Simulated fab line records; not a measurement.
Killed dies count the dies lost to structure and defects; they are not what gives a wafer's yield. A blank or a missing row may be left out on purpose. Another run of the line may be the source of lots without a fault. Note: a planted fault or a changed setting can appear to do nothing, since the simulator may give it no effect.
Struck lot and sound lot, side by side || flow sky130 || 18 out of 708 route steps
Sound: wafers L853.2, L853.4, L853.6. Struck: wafers L871.1, L871.4, L871.6. At the end, the cause is stated.
For every step that has rows: the tool of each side, followed by ch and its chambers, followed by its first start. Under that, the readings that differ: sound wafers || struck wafers || difference of the means || sigmas: that difference in standard deviations of wafers without a fault.
alike: same words and numbers on both sides, and readings whose means sit less than 2 such deviations apart. not compared: any withheld reading, any reading some wafer has no value for, any bound like >300 that may hide the same value, and any number with overlapping values for which the record gives no deviation.
Wherever a step has rows on one side only, a row that says differs or no value, or a row with sigmas, the two part there. Non-overlapping numbers with no deviation appear without sigmas and do not part them. A reading that every wafer of one side lacks parts them only if that side has two wafers or more.

first, 2 steps without rows for these wafers: SKY_GATE_OXIDE_CLEAN_00 (cleans in SC1/SC2, time 150 s); SKY_GATE_OXIDE_OXIDATION_01 (stabilise 600 s, purge 300 s, target thk 10.268 nm).
SKY_GATE_OXIDE_THK_MEAS_02:
  sound: film_metro-04 at day 13 10:52; struck: film_metro-02 at day 19 21:50
  alike: GATE_OXIDE_OXIDATION_00_THK
then, 7 steps without rows for these wafers: SKY_GATE_OXIDE_DEHYDRATE_03 (time 60 s); SKY_GATE_OXIDE_HMDS_04 (prime time 60 s); SKY_GATE_OXIDE_COAT_05 (resist thk 1140 nm); SKY_GATE_OXIDE_SOFTBAKE_06 (time 60 s); SKY_GATE_OXIDE_EXPOSE_07 (exposes mask LVOM, target cd 600 nm); SKY_GATE_OXIDE_PEB_08; SKY_GATE_OXIDE_DEVELOP_09 (develop time 60 s).
SKY_GATE_OXIDE_OVL_MEAS_10:
  sound: overlay-02 at day 14 12:14; struck: overlay-01 at day 21 04:05
  alike: GATE_OXIDE_OVL
following that, these wafers have no rows for 1 step: SKY_GATE_OXIDE_IMPLANT_11.
SKY_GATE_OXIDE_WET_ETCH_12: etches SiO2 in dHF, target depth 16.8 nm, time 336 s.
  sound on wet_bench-01 ch 1, day 14 12:25; struck on wet_bench-03 ch 2, day 21 04:16
{"reading": "run_length_s (s)", "sound": "359 359 359", "struck": "173 173 173", "difference": -186, "sigmas": -48}
{"reading": "model.SiO2_of_FIELD_ISO_CVD_24.thk_nm (nm)", "sound": "362.8 361.3 363.8", "struck": "373.5 374.5 373", "difference": "+11.0", "sigmas": ""}
SKY_GATE_OXIDE_STRIP_13: strips in O2/N2.
  sound on plasma_asher-02 ch 0,1, day 14 12:31; struck on plasma_asher-03 ch 0,1, day 21 04:22
{"reading": "strip_time_to_endpoint_s (s)", "sound": "14.28 14.25 14.26", "struck": "14.17 14.17 14.18", "difference": -0.09, "sigmas": -2}
  alike: chamber_pressure_mTorr, drypump_motor_current_A, n2_flow_sccm, oes_product_au
  not compared: rf_hours_counter_h
SKY_GATE_OXIDE_TW_MEAS_14:
  sound: film_metro-02 at day 14 12:38; struck: film_metro-02 at day 21 04:28
  alike: GATE_OXIDE_TW
SKY_GATE_OXIDE_CLEAN_15: cleans in SC1/SC2, time 150 s.
  sound on wet_bench-04 ch 1, day 14 12:41; struck on wet_bench-04 ch 3, day 21 04:32
{"reading": "model.SiO2_of_FIELD_ISO_CVD_24.thk_nm (nm)", "sound": "362.1 360.6 363.1", "struck": "372.8 373.9 372.3", "difference": "+11.1", "sigmas": ""}
then, 1 step without rows for these wafers: SKY_GATE_OXIDE_OXIDATION_16 (stabilise 600 s, purge 300 s, target thk 3.57 nm).
-- a jump in the record: the struck wafers' starts before and after are 29 days apart (it breaks off in module GATE_OXIDE and resumes in module PAD_OPEN, where the first step shown is number 708 of the route) --
SKY_PAD_OPEN_PROBE_99:
  sound: prober-01 at day 46 07:08; struck: prober-01 at day 50 11:54
{"reading": "hold", "sound": "- - -", "struck": "await_dispo/3.0h/scrap await_dispo/3.0h/scrap await_dispo/3.0h/scrap", "difference": "no value on the sound wafers", "sigmas": ""}
{"reading": "killed_at_front_end", "sound": "11 17 15", "struck": "428 427 423", "difference": "+412", "sigmas": "+89"}
{"reading": "killed_dies", "sound": "86 87 94", "struck": "492 492 492", "difference": "+403", "sigmas": "+44"}
{"reading": "killed_on_rim", "sound": "16 13 14", "struck": "96 96 96", "difference": "+82", "sigmas": "+23"}
  alike: killed_at_M0_to_M3, killed_at_M4_up, killed_at_contacts, killed_at_other, killed_open, killed_short

## WHERE THEY PART
First at SKY_GATE_OXIDE_WET_ETCH_12; last, within this record, at SKY_PAD_OPEN_PROBE_99.

WHY: what had been put in by the simulator
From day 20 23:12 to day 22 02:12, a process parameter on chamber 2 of wet_bench-03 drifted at SKY_GATE_OXIDE_WET_ETCH_12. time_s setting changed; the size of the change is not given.
